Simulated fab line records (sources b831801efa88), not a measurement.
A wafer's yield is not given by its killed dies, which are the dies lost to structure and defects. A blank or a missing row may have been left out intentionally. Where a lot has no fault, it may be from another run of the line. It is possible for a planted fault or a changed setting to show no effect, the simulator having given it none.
Code-filled problem report in 8D (eight disciplines) form | flow gf180mcu | the parts of the form that need people (team, actions taken, sign-off) are left out

1. THE PROBLEM
Across 6 wafers from 2 lots, NSD_RS at GF_PSD_RS_MEAS_14 averages 46.75 ohm/sq, while fault-free wafers read 46.15 ohm/sq with a standard deviation of 0.085. That is +7.1 standard deviations from the usual mean.
The step: measures by four-point-probe.
The first sign was on wafer L201.1 at day 15 20:57, on filmMetro-03. The record has a number at this step for 33 wafers belonging to 11 lots. Rule for "out" (also "out of limits"): further than 4 standard deviations from the usual mean. The other wafers with a number count as sound.

2. WHAT IT IS; WHAT IT IS NOT
question                    | is                         | is not
which readings at this step | NSD_RS                     | -
which lots                  | L201, L202                 | L196, L198, L199, L200, L212, L215, L217, L218, L219
which wafers of those lots  | all that have a number     | -
read on which gauges        | filmMetro-03, filmMetro-04 | filmMetro-02
when                        | from day 15 20:57          | up to then (12 sound wafers); but 15 sound wafers of L212, L215, L217, L218, L219 came after

3. SUSPECTS, AND WHAT RULES EACH OUT
Counting: a tool at any process step up to the reading remains a suspect when it ran all the lots that are out and ran no sound lot after the first of those.
- the gauge at GF_PSD_RS_MEAS_14 is ruled out. The wafers that are out were read on 2 gauges (filmMetro-03, filmMetro-04).
- implanter-02 at GF_NSD_IMPLANT_09: ruled out as a lasting fault. Sound lots L215, L217, L219 ran on it after its first lot that is out, L201 (day 14 22:55).
- plasmaAsher-04 at GF_NSD_STRIP_11 (strips in O2/N2): ruled out as a lasting fault. Sound lots L212, L218 ran on it after its first lot that is out, L201 (day 14 23:13).
Left after counting: nothing in the record.

4. THE CAUSE (what the simulator had put in)
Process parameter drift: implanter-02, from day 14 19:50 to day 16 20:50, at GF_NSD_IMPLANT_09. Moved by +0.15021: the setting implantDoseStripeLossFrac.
Counting ruled it out, wrongly: the rule takes a fault to strike every lot that its tool runs from its start on, and this one did not.

5. THE EFFECT CHAIN, in route order
Each row: a reading where the mean over the struck wafers with a number is more than 3 standard deviations away from the usual. Only readings whose record carries a usual standard deviation are examined. hours: median over the lots of the time between each lot's start at the first step of this table that gives one and its start at this step. sigmas: the change, counted in usual standard deviations.
hours | step              | reading              | usual        | on struck wafers | change | sigmas
0     | GF_NSD_STRIP_11   | stripTimeToEndpointS | 22.96 s      | 22.52            | -0.44  | -11
22    | GF_PSD_RS_MEAS_14 | NSD_RS               | 46.15 ohm/sq | 46.75            | +0.60  | +7.1
It contains these process steps:
- GF_NSD_STRIP_11: strips in O2/N2.
At these later measuring or inspecting steps, every struck wafer for which the step has a row has a number for every such reading, and none has moved that far: GF_V2_OVL_MEAS_15, GF_V2_RS_MEAS_24.

6. HOW IT WOULD HAVE BEEN CAUGHT EARLIER
25 hours passed between the start of the fault at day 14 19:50 and the first reading out of limits at a measuring or inspecting step in this record, taken at day 15 20:57.
Of the tool readings at GF_NSD_IMPLANT_09 for which the record gives a usual standard deviation, none was out on any struck wafer, so an alarm limit of 4 standard deviations on them would not have fired.
